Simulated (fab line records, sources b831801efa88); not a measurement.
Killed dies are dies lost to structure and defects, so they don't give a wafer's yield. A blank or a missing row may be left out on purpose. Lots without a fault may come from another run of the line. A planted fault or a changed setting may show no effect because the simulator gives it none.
fab line records | flow sky130
record lots=7 wafers=21 last_day=49
route steps=708 shown SONOS_TUNNEL@155 SONOS_ONO@168 PAD_OPEN@708
lots that met no fault: from a run of the same line without faults
start_h: hours from the record's first day to the start of the lot's first wafer shown | wait_h: hours since the lot's step before | " the same as in the row above | L1.1+2: a row that stands for several wafers | - no value, or no start given | * or withheld: withheld | < > ~ a bound
route shown NAME@n: a module of which the file shows steps, and the number in the route of the first | usual: mean/standard deviation of fault-free wafers | same: alike in all rows | chamber/n: place in a boat | sites: the reading at each site | _std_site: their standard deviation | _edge_site: outer sites' mean less inner sites' | radius_mm: how far each site lies from the wafer's centre | mask NAME#n: copy n | behind: the tool/chamber that last shaped the wafer | hold: why the lot was held/for how many hours/how that ended | device: the transistor (n, p or np) that didn't switch | end of line: the same wafers' tests at the end of the route | a step without rows: its recipe alone | killed: dies lost to structure and defects at the first sort, not the wafer's yield | map: a wafer's dies, x killed, . not, _ none there
set.NAME: the setting as run; set.NAME@STEP: as run at that earlier step | model.NAME: the simulator's own value behind a step, which no gauge read
lots at some steps of the route; a table a step, a row a wafer
services: from which hour (start_h, from the record's first day; less than 0 if before it) a tool's chamber was out of use, for how many hours, and why
## steps
# step SKY_SONOS_TUNNEL_HMDS_01
# recipe prime_time_s=60 prime_temp_c=120
# step SKY_SONOS_TUNNEL_COAT_02
# recipe resist=NOVOLAK spin_rpm=3000 resist_thk_nm=1140
# step SKY_SONOS_TUNNEL_SOFTBAKE_03
# recipe temp_c=90 time_s=60 resist=NOVOLAK
# step SKY_SONOS_TUNNEL_EXPOSE_04
# recipe mask_id=TUNM na=0.6 source_shape=conventional sigma_outer=0.6 polarization=unpolarized target_cd_nm=410 dose_mj=136
# step SKY_SONOS_TUNNEL_PEB_05
# recipe temp_c=withheld time_s=* resist=NOVOLAK
# step SKY_SONOS_TUNNEL_DEVELOP_06
# recipe resist=NOVOLAK developer=TMAH develop_time_s=60 dev_temp_c=23
# step SKY_SONOS_TUNNEL_CD_MEAS_07
# recipe target_cd_nm=410
# usual cd_nm=409.3/2.7
# columns lot.wafer tool chamber start_h wait_h cd_nm
L621.2 cd_sem-02 - 263.24 0.1 404.3
L621.4 " - " " 404.1
L621.6 " - " " 402.6
L627.2 cd_sem-01 - 313.14 0.1 409.3
L627.4 " - " " 409.0
L627.5 " - " " 409.2
L633.3 cd_sem-02 - 358.81 0.1 411.6
L633.5 " - " " 411.8
L633.6 " - " " 407.6
L634.1 cd_sem-02 - 370.63 0.1 410.4
L634.3 " - " " 409.5
L634.6 " - " " 408.3
L635.2 cd_sem-01 - 380.29 0.1 412.4
L635.3 " - " " 411.4
L635.5 " - " " 413.4
L637.2 cd_sem-01 - 388.15 0.1 409.2
L637.3 " - " " 409.2
L637.4 " - " " 407.0
L638.3 cd_sem-02 - 402.17 0.1 410.4
L638.4 " - " " 411.5
L638.6 " - " " 410.5
# step SKY_SONOS_TUNNEL_OVL_MEAS_08
# usual SONOS_TUNNEL_OVL=1.1/1.7
# columns lot.wafer tool chamber start_h wait_h SONOS_TUNNEL_OVL[nm]
L621.2 overlay-01 - 263.34 0.1 1.4
L621.4 " - " " 1.5
L621.6 " - " " 0.5
L627.2 overlay-02 - 313.24 0.1 0.5
L627.4 " - " " -0.5
L627.5 " - " " -3.2
L633.3 overlay-01 - 358.90 0.1 1.3
L633.5 " - " " 5.0
L633.6 " - " " 3.6
L634.1 overlay-02 - 370.75 0.1 0.9
L634.3 " - " " -1.2
L634.6 " - " " 1.1
L635.2 overlay-01 - 380.39 0.1 4.1
L635.3 " - " " 3.4
L635.5 " - " " 2.2
L637.2 overlay-01 - 388.25 0.1 -0.6
L637.3 " - " " 2.9
L637.4 " - " " 1.4
L638.3 overlay-02 - 402.26 0.1 0.7
L638.4 " - " " 3.6
L638.6 " - " " 1.1
# step SKY_SONOS_TUNNEL_IMPLANT_09
# recipe species=B energy_kev=20 dose_cm2=1e+12 tilt_deg=withheld
# step SKY_SONOS_TUNNEL_WET_ETCH_10
# recipe chemistry=dHF target_depth_nm=14 target=SiO2 dilution=100:1 temp_c=25 time_s=280
# step SKY_SONOS_TUNNEL_STRIP_11
# recipe chemistry=SPM time_s=600 temp_c=130
# step SKY_SONOS_TUNNEL_TW_MEAS_12
# usual SONOS_TUNNEL_TW=195.6/1.2
# columns lot.wafer tool chamber start_h wait_h SONOS_TUNNEL_TW
L621.2 film_metro-01 - 263.83 0.0 194.2
L621.4 " - " " 195.4
L621.6 " - " " 193.9
L627.2 film_metro-04 - 313.70 0.0 196.8
L627.4 " - " " 196.8
L627.5 " - " " 196.5
L633.3 film_metro-04 - 359.35 0.0 196.2
L633.5 " - " " 197.4
L633.6 " - " " 197.1
L634.1 film_metro-01 - 371.19 0.0 195.4
L634.3 " - " " 195.8
L634.6 " - " " 196.4
L635.2 film_metro-04 - 380.95 0.0 196.2
L635.3 " - " " 195.6
L635.5 " - " " 195.2
L637.2 film_metro-01 - 388.70 0.0 196.1
L637.3 " - " " 196.3
L637.4 " - " " 197.6
L638.3 film_metro-02 - 402.71 0.0 194.9
L638.4 " - " " 194.5
L638.6 " - " " 193.8
# step SKY_SONOS_TUNNEL_CLEAN_13
# recipe chemistry=dHF time_s=20 dilution=100:1 dry=ipa_marangoni
# usual run_length_s=48.8/2.2 time_s=20/0
# columns lot.wafer tool chamber start_h wait_h run_length_s time_s model.SiO2_of_NWELL_OXIDATION_01.thk_nm
L621.2 wet_bench-02 1 263.88 0.0 46.5 20 8.507
L621.4 " 1 " " 46.5 20 8.473
L621.6 " 1 " " 46.5 20 8.614
L627.2 wet_bench-04 1 313.75 0.0 47.6 20 8.811
L627.4 " 1 " " 47.6 20 8.786
L627.5 " 1 " " 47.6 20 8.665
L633.3 wet_bench-02 0 359.39 0.0 - - 9.521
L633.5 " 0 " " - - 9.601
L633.6 " 0 " " - - 9.672
L634.1 wet_bench-03 1 371.25 0.1 - - 9.569
L634.3 " 1 " " - - 9.448
L634.6 " 1 " " - - 9.464
L635.2 wet_bench-02 2 381.00 0.0 - - 9.801
L635.3 " 2 " " - - 9.775
L635.5 " 2 " " - - 9.572
L637.2 wet_bench-03 3 388.75 0.0 48.0 20 8.633
L637.3 " 3 " " 48.0 20 8.984
L637.4 " 3 " " 48.0 20 8.729
L638.3 wet_bench-03 0 402.75 0.0 47.6 20 8.828
L638.4 " 0 " " 47.6 20 8.671
L638.6 " 0 " " 47.6 20 8.688
# step SKY_SONOS_ONO_OXIDATION_00
# recipe temp_c=800 ambient=O2 idle_temp_c=700 ramp_up_c_per_min=10 ramp_down_c_per_min=3 stabilise_s=600 purge_s=300 target_thk_a=26 ox_time_s=1249
# step SKY_SONOS_ONO_THK_MEAS_01
# recipe reads=SiO2_of_SONOS_ONO_OXIDATION_00
# usual SONOS_ONO_OXIDATION_THK=2.60/0.052
# columns lot.wafer tool chamber start_h wait_h SONOS_ONO_OXIDATION_THK[nm]
L621.2 film_metro-03 - 265.76 0.0 2.61
L621.4 " - " " 2.57
L621.6 " - " " 2.64
L627.2 film_metro-01 - 317.70 0.0 2.57
L627.4 " - " " 2.59
L627.5 " - " " 2.60
L633.3 film_metro-04 - 360.77 0.0 2.60
L633.5 " - " " 2.69
L633.6 " - " " 2.70
L634.1 film_metro-04 - 373.60 0.0 2.67
L634.3 " - " " 2.66
L634.6 " - " " 2.61
L635.2 film_metro-04 - 382.88 0.0 2.56
L635.3 " - " " 2.50
L635.5 " - " " 2.62
L637.2 film_metro-04 - 391.17 0.0 2.61
L637.3 " - " " 2.59
L637.4 " - " " 2.65
L638.3 film_metro-01 - 405.17 0.0 2.63
L638.4 " - " " 2.60
L638.6 " - " " 2.64
# step SKY_SONOS_ONO_CVD_02
# recipe material=Si3N4 precursor=DCS/NH3 target_thk_nm=10.5 temp_c=770 time_s=180 pressure_mtorr=250
# step SKY_SONOS_ONO_THK_MEAS_03
# recipe reads=Si3N4_of_SONOS_ONO_CVD_02
# usual SONOS_ONO_CVD_02_THK=10.46/0.13
# columns lot.wafer tool chamber start_h wait_h SONOS_ONO_CVD_02_THK[nm]
L621.2 film_metro-01 - 268.11 0.0 10.48
L621.4 " - " " 10.52
L621.6 " - " " 10.40
L627.2 film_metro-03 - 319.88 0.0 10.66
L627.4 " - " " 10.62
L627.5 " - " " 10.63
L633.3 film_metro-01 - 363.51 0.0 10.43
L633.5 " - " " 10.45
L633.6 " - " " 10.37
L634.1 film_metro-03 - 375.15 0.0 10.28
L634.3 " - " " 10.38
L634.6 " - " " 10.35
L635.2 film_metro-01 - 385.03 0.0 10.37
L635.3 " - " " 10.45
L635.5 " - " " 10.44
L637.2 film_metro-01 - 392.60 0.0 10.30
L637.3 " - " " 10.22
L637.4 " - " " 10.25
L638.3 film_metro-04 - 406.28 0.0 10.31
L638.4 " - " " 10.41
L638.6 " - " " 10.20
# step SKY_SONOS_ONO_CVD_04
# recipe material=SiO2 precursor=SiH4/N2O target_thk_nm=5.7199 temp_c=900 pressure_mtorr=400
# step SKY_SONOS_ONO_THK_MEAS_05
# recipe reads=SiO2_of_SONOS_ONO_CVD_04
# usual SONOS_ONO_CVD_04_THK=5.77/0.094
# columns lot.wafer tool chamber start_h wait_h SONOS_ONO_CVD_04_THK[nm]
L621.2 film_metro-01 - 269.42 0.0 5.72
L621.4 " - " " 5.72
L621.6 " - " " 5.73
L627.2 film_metro-03 - 321.19 0.0 5.76
L627.4 " - " " 5.83
L627.5 " - " " 5.72
L633.3 film_metro-04 - 364.82 0.0 5.70
L633.5 " - " " 5.92
L633.6 " - " " 5.89
L634.1 film_metro-03 - 377.09 0.0 5.67
L634.3 " - " " 5.79
L634.6 " - " " 5.82
L635.2 film_metro-04 - 386.96 0.0 5.82
L635.3 " - " " 5.79
L635.5 " - " " 5.78
L637.2 film_metro-03 - 394.56 0.0 5.75
L637.3 " - " " 5.77
L637.4 " - " " 5.78
L638.3 film_metro-01 - 408.21 0.0 5.78
L638.4 " - " " 5.75
L638.6 " - " " 5.72
# step SKY_SONOS_ONO_DEHYDRATE_06
# recipe temp_c=200 time_s=60
# step SKY_SONOS_ONO_HMDS_07
# recipe prime_time_s=60 prime_temp_c=120
# step SKY_SONOS_ONO_COAT_08
# recipe resist=NOVOLAK spin_rpm=3000 resist_thk_nm=1140
# step SKY_SONOS_ONO_SOFTBAKE_09
# recipe temp_c=91.18 time_s=60 resist=NOVOLAK
# step SKY_SONOS_ONO_EXPOSE_10
# recipe mask_id=ONOM target_cd_nm=410 na=0.6 source_shape=conventional sigma_outer=0.6 dose_mj=150
# step SKY_SONOS_ONO_PEB_11
# recipe temp_c=withheld time_s=* resist=NOVOLAK
# step SKY_SONOS_ONO_DEVELOP_12
# recipe develop_time_s=60 dev_temp_c=23
# step SKY_SONOS_ONO_CD_MEAS_13
# recipe target_cd_nm=410
# usual cd_nm=410.1/2.3
# columns lot.wafer tool chamber start_h wait_h cd_nm
L621.2 cd_sem-01 - 293.64 0.1 410.0
L621.4 " - " " 411.4
L621.6 " - " " 407.5
L627.2 cd_sem-02 - 347.24 0.1 411.6
L627.4 " - " " 411.0
L627.5 " - " " 409.5
L633.3 cd_sem-02 - 393.60 0.1 410.5
L633.5 " - " " 409.0
L633.6 " - " " 408.9
L634.1 cd_sem-01 - 406.11 0.1 409.2
L634.3 " - " " 407.8
L634.6 " - " " 409.6
L635.2 cd_sem-01 - 416.78 0.1 412.5
L635.3 " - " " 414.7
L635.5 " - " " 416.9
L637.2 cd_sem-01 - 423.88 0.1 410.1
L637.3 " - " " 411.7
L637.4 " - " " 410.2
L638.3 cd_sem-02 - 438.41 0.1 409.5
L638.4 " - " " 405.8
L638.6 " - " " 411.6
# step SKY_SONOS_ONO_OVL_MEAS_14
# usual SONOS_ONO_OVL=0.9/1.4
# columns lot.wafer tool chamber start_h wait_h SONOS_ONO_OVL[nm]
L621.2 overlay-02 - 293.74 0.1 -1.5
L621.4 " - " " -0.2
L621.6 " - " " -0.9
L627.2 overlay-01 - 347.34 0.1 2.5
L627.4 " - " " 3.4
L627.5 " - " " 0.1
L633.3 overlay-02 - 393.69 0.1 -0.4
L633.5 " - " " -0.7
L633.6 " - " " -1.0
L634.1 overlay-02 - 406.23 0.1 -0.3
L634.3 " - " " 0.4
L634.6 " - " " 0.1
L635.2 overlay-01 - 416.89 0.1 3.1
L635.3 " - " " 2.6
L635.5 " - " " 0.5
L637.2 overlay-01 - 423.98 0.1 1.1
L637.3 " - " " 2.0
L637.4 " - " " 1.6
L638.3 overlay-02 - 438.50 0.1 3.6
L638.4 " - " " 3.1
L638.6 " - " " 2.7
# step SKY_SONOS_ONO_ETCH_15
# recipe target_depth_nm=19.52 chemistry=CHF3/O2 source_w=600 bias_w=200 pressure_mtorr=40 chf3_flow_sccm=50 O2_flow_sccm=5 time_s=7.8
# usual drypump_motor_current_A=5.7/0.33 oes_product_au=1.003/0.015 throttle_valve_pct=8.825/0.011
# same time_s=7.8
# columns lot.wafer tool chamber start_h wait_h drypump_motor_current_A oes_product_au rf_hours_counter_h throttle_valve_pct model.SiO2_of_NWELL_OXIDATION_01.thk_nm
L621.2 rie_diel-03 2 293.77 0.0 5.4 1.010 119 8.822 5.153
L621.4 " 1 " " 5.0 0.991 99 8.823 5.225
L621.6 " 3 " " 5.5 1.009 - 8.833 5.275
L627.2 rie_diel-04 0 347.37 0.0 6.4 1.012 8 8.816 5.456
L627.4 " 1 " " 5.6 0.997 104 8.819 5.484
L627.5 " 2 " " 5.6 1.002 - 8.810 5.36
L633.3 rie_diel-04 0 393.71 0.0 6.4 0.994 9 8.797 6.25
L633.5 " 3 " " 6.2 1.001 - 8.823 6.252
L633.6 " 1 " " 5.6 0.991 - 8.817 6.459
L634.1 rie_diel-01 0 406.26 0.0 5.5 0.991 38 8.795 6.321
L634.3 " 2 " " 5.4 1.011 2 8.820 6.092
L634.6 " 0 " " 5.5 0.988 - 8.843 6.188
L635.2 rie_diel-04 3 416.92 0.0 6.2 1.018 80 8.839 6.44
L635.3 " 1 " " 5.6 0.994 105 8.822 6.529
L635.5 " 3 " " 6.1 1.011 - 8.835 6.2
L637.2 rie_diel-01 0 424.01 0.0 5.5 0.993 39 8.818 5.373
L637.3 " 2 " " 5.4 1.019 3 8.832 5.596
L637.4 " 3 " " 5.6 1.013 37 8.820 5.332
L638.3 rie_diel-03 2 438.52 0.0 5.4 1.006 1 8.839 5.497
L638.4 " 1 " " 5.0 0.993 102 8.831 5.391
L638.6 " 1 " " 5.0 0.992 - 8.830 5.419
# step SKY_SONOS_ONO_WET_ETCH_16
# recipe chemistry=dHF target_depth_nm=14 dry=n2_spin target=SiO2 dilution=100:1 temp_c=25 time_s=280
# step SKY_PAD_OPEN_PROBE_99
# usual killed_at_M0_to_M3=44/7.9 killed_at_M4_up=3.1/2 killed_at_contacts=23/4.9 killed_at_front_end=15/3.9 killed_at_other=0.2/0.49 killed_dies=86/10 killed_open=47/7.1 killed_short=39/7.1
# same gross_dies=492 killed_at_back_side=0
# columns lot.wafer tool chamber start_h wait_h killed_at_M0_to_M3 killed_at_M4_up killed_at_contacts killed_at_front_end killed_at_other killed_dies killed_open killed_short model.etest.cap_ono.gate_bv_v model.etest.cap_ono.gate_log10_a_cm2 model.etest.sonos_baked.vt_less_v model.etest.sonos_baked.vt_v
L621.2 prober-02 - 1084.84 0.1 55 4 28 11 0 98 46 50 16.54 -8.009 -0.4651 0.9674
L621.4 prober-02 - 1084.94 0.2 51 5 17 10 0 83 42 41 16.29 -7.999 -0.5295 0.9508
L621.6 prober-02 - 1085.04 0.2 49 0 26 9 0 84 49 35 16.96 -7.986 -0.4892 0.9689
L627.2 prober-01 - 1135.06 0.1 31 5 29 11 0 76 43 33 16.47 -8.11 -0.4806 0.9055
L627.4 prober-01 - 1135.16 0.2 47 1 20 18 0 86 43 43 16.76 -8.162 -0.4598 0.884
L627.5 prober-01 - 1135.21 0.2 36 1 40 21 0 98 59 39 16.08 -7.981 -0.4839 0.9705
L633.3 prober-02 - 1157.98 0.2 40 2 16 19 0 77 34 42 13.07 -6.344 -0.7074 0.7358
L633.5 prober-02 - 1158.08 0.2 51 3 23 23 0 100 59 41 12.99 -6.512 -0.6743 0.6519
L633.6 prober-02 - 1158.13 0.2 38 2 28 18 0 86 46 40 12.96 -6.487 -0.6956 0.6829
L634.1 prober-01 - 1163.25 0.1 40 2 28 21 0 91 60 31 12.85 -6.183 -0.7438 0.7818
L634.3 prober-01 - 1163.35 0.2 53 5 15 13 1 87 44 43 12.55 -6.287 -0.6718 0.7572
L634.6 prober-01 - 1163.50 0.2 39 4 21 19 0 83 53 30 12.8 -6.332 -0.7214 0.696
L635.2 prober-02 - 1168.57 0.1 38 0 28 18 0 84 54 30 12.99 -6.343 -0.7295 0.6944
L635.3 prober-02 - 1168.62 0.2 39 4 17 15 0 75 40 35 12.66 -6.147 -0.7253 0.7
L635.5 prober-02 - 1168.72 0.2 53 6 25 16 0 100 54 46 13.08 -6.298 -0.7502 0.7011
L637.2 prober-01 - 1170.72 0.1 57 0 17 17 0 91 50 41 16.22 -7.92 -0.519 0.9308
L637.3 prober-01 - 1170.77 0.2 48 9 27 10 0 94 51 43 16.11 -7.882 -0.5394 0.9767
L637.4 prober-01 - 1170.82 0.2 51 3 30 12 0 96 62 33 16.04 -7.921 -0.4871 0.98
L638.3 prober-01 - 1180.29 0.2 49 5 20 9 1 84 52 32 16.51 -7.853 -0.5181 0.9547
L638.4 prober-01 - 1180.34 0.2 48 4 19 11 0 82 42 40 16.34 -7.851 -0.5336 0.999
L638.6 prober-01 - 1180.44 0.2 50 8 20 20 0 98 50 48 16.48 -7.807 -0.4872 1.054
# killed by level:class
L621.2 VIA1:geometric_particle:open=11 VIA3:geometric_particle:open=11 CONTACT:geometric_particle:short=9 CONTACT:geometric_particle:open=7 METAL2:geometric_particle:short=6 LI_CONTACT:geometric_particle:short=5 VIA2:geometric_particle:open=5 VIA2:geometric_particle:short=4
L621.4 METAL1:geometric_particle:short=9 VIA1:geometric_particle:open=9 METAL2:geometric_particle:short=7 CONTACT:geometric_particle:open=6 VIA2:geometric_particle:open=6 VIA1:geometric_particle:short=5 LI_CONTACT:geometric_particle:open=4 FIELD_ISO:geometric_particle:short=3
L621.6 VIA2:geometric_particle:open=11 LI_CONTACT:geometric_particle:open=10 VIA1:geometric_particle:open=10 CONTACT:geometric_particle:open=6 CONTACT:geometric_particle:short=6 VIA3:geometric_particle:open=6 METAL1:geometric_particle:short=5 VIA1:geometric_particle:short=5
L627.2 CONTACT:geometric_particle:open=14 VIA1:geometric_particle:open=7 LOCAL_INTERCONNECT:geometric_particle:short=6 VIA3:geometric_particle:open=6 VIA2:geometric_particle:open=5 FIELD_ISO:geometric_particle:short=5 LI_CONTACT:geometric_particle:open=5 VIA1:geometric_particle:short=5
L627.4 VIA3:geometric_particle:open=9 CONTACT:geometric_particle:open=8 VIA1:geometric_particle:short=7 FIELD_ISO:geometric_particle:open=6 METAL3:geometric_particle:short=6 VIA1:geometric_particle:open=6 FIELD_ISO:geometric_particle:short=5 METAL2:geometric_particle:short=5
L627.5 CONTACT:geometric_particle:open=20 VIA1:geometric_particle:open=11 FIELD_ISO:geometric_particle:short=8 LI_CONTACT:geometric_particle:open=6 LOCAL_INTERCONNECT:geometric_particle:short=6 VIA2:geometric_particle:open=5 VIA3:geometric_particle:open=5 FIELD_ISO:geometric_particle:open=4
L633.3 VIA1:geometric_particle:open=10 POLY_GATE:geometric_particle:short=6 CONTACT:geometric_particle:open=6 FIELD_ISO:geometric_particle:short=5 METAL1:geometric_particle:short=5 LOCAL_INTERCONNECT:geometric_particle:short=5 VIA3:geometric_particle:short=5 VIA2:geometric_particle:open=4
L633.5 VIA1:geometric_particle:open=23 CONTACT:geometric_particle:open=8 VIA2:geometric_particle:open=8 POLY_GATE:geometric_particle:short=6 METAL2:geometric_particle:short=5 POLY_GATE:geometric_particle:open=4 LI_CONTACT:geometric_particle:short=4 LI_CONTACT:geometric_particle:open=4
L633.6 VIA1:geometric_particle:open=11 CONTACT:geometric_particle:open=9 LOCAL_INTERCONNECT:geometric_particle:short=7 VIA2:geometric_particle:open=6 VIA3:geometric_particle:open=5 SPACER:geometric_particle:short=5 METAL1:geometric_particle:short=5 LI_CONTACT:geometric_particle:open=4
L634.1 VIA1:geometric_particle:open=15 CONTACT:geometric_particle:open=12 LI_CONTACT:geometric_particle:open=9 VIA3:geometric_particle:open=6 FIELD_ISO:geometric_particle:short=5 POLY_GATE:geometric_particle:open=5 POLY_GATE:geometric_particle:short=4 CONTACT:geometric_particle:short=4
L634.3 VIA2:geometric_particle:open=8 VIA3:geometric_particle:open=7 METAL1:geometric_particle:short=6 VIA1:geometric_particle:short=6 VIA1:geometric_particle:open=6 METAL3:geometric_particle:short=5 CONTACT:geometric_particle:open=5 POLY_GATE:geometric_particle:short=4
L634.6 CONTACT:geometric_particle:open=10 VIA1:geometric_particle:open=10 VIA2:geometric_particle:open=9 FIELD_ISO:geometric_particle:open=6 VIA3:geometric_particle:open=5 METAL1:geometric_particle:short=5 POLY_GATE:geometric_particle:open=4 LI_CONTACT:geometric_particle:open=4
L635.2 LI_CONTACT:geometric_particle:open=14 VIA1:geometric_particle:open=11 CONTACT:geometric_particle:open=9 METAL1:geometric_particle:short=7 FIELD_ISO:geometric_particle:short=5 POLY_GATE:geometric_particle:short=5 VIA1:geometric_particle:short=5 VIA2:geometric_particle:open=5
L635.3 VIA3:geometric_particle:open=11 VIA1:geometric_particle:open=6 CONTACT:geometric_particle:open=5 CONTACT:geometric_particle:short=5 FIELD_ISO:geometric_particle:short=4 VIA1:geometric_particle:short=4 FIELD_ISO:geometric_particle:open=3 POLY_GATE:geometric_particle:short=3
L635.5 VIA1:geometric_particle:open=13 LI_CONTACT:geometric_particle:open=9 VIA3:geometric_particle:open=8 CONTACT:geometric_particle:open=6 METAL4:geometric_particle:short=6 VIA2:geometric_particle:short=6 LI_CONTACT:geometric_particle:short=5 METAL1:geometric_particle:short=5
L637.2 VIA1:geometric_particle:open=13 CONTACT:geometric_particle:open=8 FIELD_ISO:geometric_particle:short=6 METAL1:geometric_particle:short=6 VIA2:geometric_particle:open=5 VIA1:geometric_particle:short=5 VIA3:geometric_particle:open=5 METAL3:geometric_particle:short=5
L637.3 VIA1:geometric_particle:open=11 LI_CONTACT:geometric_particle:open=9 METAL4:geometric_particle:short=7 VIA2:geometric_particle:open=7 VIA3:geometric_particle:open=6 CONTACT:geometric_particle:open=6 METAL1:geometric_particle:short=6 METAL2:geometric_particle:short=5
L637.4 CONTACT:geometric_particle:open=16 VIA3:geometric_particle:open=11 VIA1:geometric_particle:open=9 LI_CONTACT:geometric_particle:open=8 VIA1:geometric_particle:short=8 METAL2:geometric_particle:short=5 CONTACT:geometric_particle:short=5 VIA2:geometric_particle:open=4
L638.3 VIA2:geometric_particle:open=10 VIA1:geometric_particle:open=9 VIA1:geometric_particle:short=8 VIA3:geometric_particle:open=8 LI_CONTACT:geometric_particle:open=7 CONTACT:geometric_particle:open=7 VIA3:geometric_particle:short=5 FIELD_ISO:geometric_particle:open=3
L638.4 VIA1:geometric_particle:open=12 VIA1:geometric_particle:short=9 VIA3:geometric_particle:open=6 CONTACT:geometric_particle:open=6 METAL2:geometric_particle:short=5 LI_CONTACT:geometric_particle:short=5 VIA2:geometric_particle:open=4 METAL4:geometric_particle:short=4
L638.6 VIA1:geometric_particle:open=16 FIELD_ISO:geometric_particle:short=9 CONTACT:geometric_particle:open=6 VIA1:geometric_particle:short=6 VIA3:geometric_particle:open=6 METAL3:geometric_particle:short=5 LOCAL_INTERCONNECT:geometric_particle:short=5 METAL2:geometric_particle:short=5
## services
# columns tool chamber start_h hours kind
rie_diel-01 2 279.42 - clean
rie_diel-01 2 279.42 22.9 scheduled_down
rie_diel-01 2 279.42 22.9 vent_cycle
rie_diel-04 3 302.47 6.1 repair
rie_diel-04 0 322.63 3.3 repair
rie_diel-04 3 324.05 2.2 repair
rie_diel-03 2 333.30 - clean
rie_diel-03 2 333.30 26.6 scheduled_down
rie_diel-03 2 333.30 26.6 vent_cycle
rie_diel-03 1 335.94 13.1 repair
rie_diel-03 0 359.87 - clean
rie_diel-03 0 359.87 22.7 scheduled_down
rie_diel-03 0 359.87 22.7 vent_cycle
wet_bench-02 - 364.85 3.7 repair
rie_diel-01 3 376.95 15.5 repair
rie_diel-04 2 383.54 6.3 repair
rie_diel-04 2 389.82 - clean
rie_diel-04 2 389.82 22.9 scheduled_down
rie_diel-04 2 389.82 22.9 vent_cycle
rie_diel-03 2 416.02 10.8 repair
rie_diel-04 1 422.44 - clean
rie_diel-04 1 422.44 14.4 scheduled_down
rie_diel-04 1 422.44 14.4 vent_cycle
wet_bench-02 - 436.80 4.4 repair
## key
first_sign step=SKY_SONOS_TUNNEL_CLEAN_13 reading=tool_record direction=missing
effect none on later readings
model_effect step=SKY_SONOS_TUNNEL_CLEAN_13 value=SiO2_of_NWELL_OXIDATION_01.thk_nm without=8.722 struck=9.602
model_effect step=SKY_SONOS_ONO_ETCH_15 value=SiO2_of_NWELL_OXIDATION_01.thk_nm without=5.423 struck=6.303
model_effect step=SKY_PAD_OPEN_PROBE_99 value=etest.cap_ono.gate_bv_v without=16.38 struck=12.88
met_at SKY_SONOS_TUNNEL_CLEAN_13
struck_wafers L633.3,L633.5,L633.6,L634.1,L634.3,L634.6,L635.2,L635.3,L635.5
tester_left_out L633,L634,L635
onset_between 263.88 359.39
fault kind=skipped_step_whole tool=wet_bench-02,wet_bench-03 chamber=- onset_h=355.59 steps=SKY_SONOS_TUNNEL_CLEAN_13 scope=struck_lots_only
# tester_left_out: of these lots the tester's yield and bins aren't shown, on N5 and GAA mostly nor the transistor test; their killed dies are dies lost to structure and defects alone, not to doping, threshold or leakage, so they don't give the yield
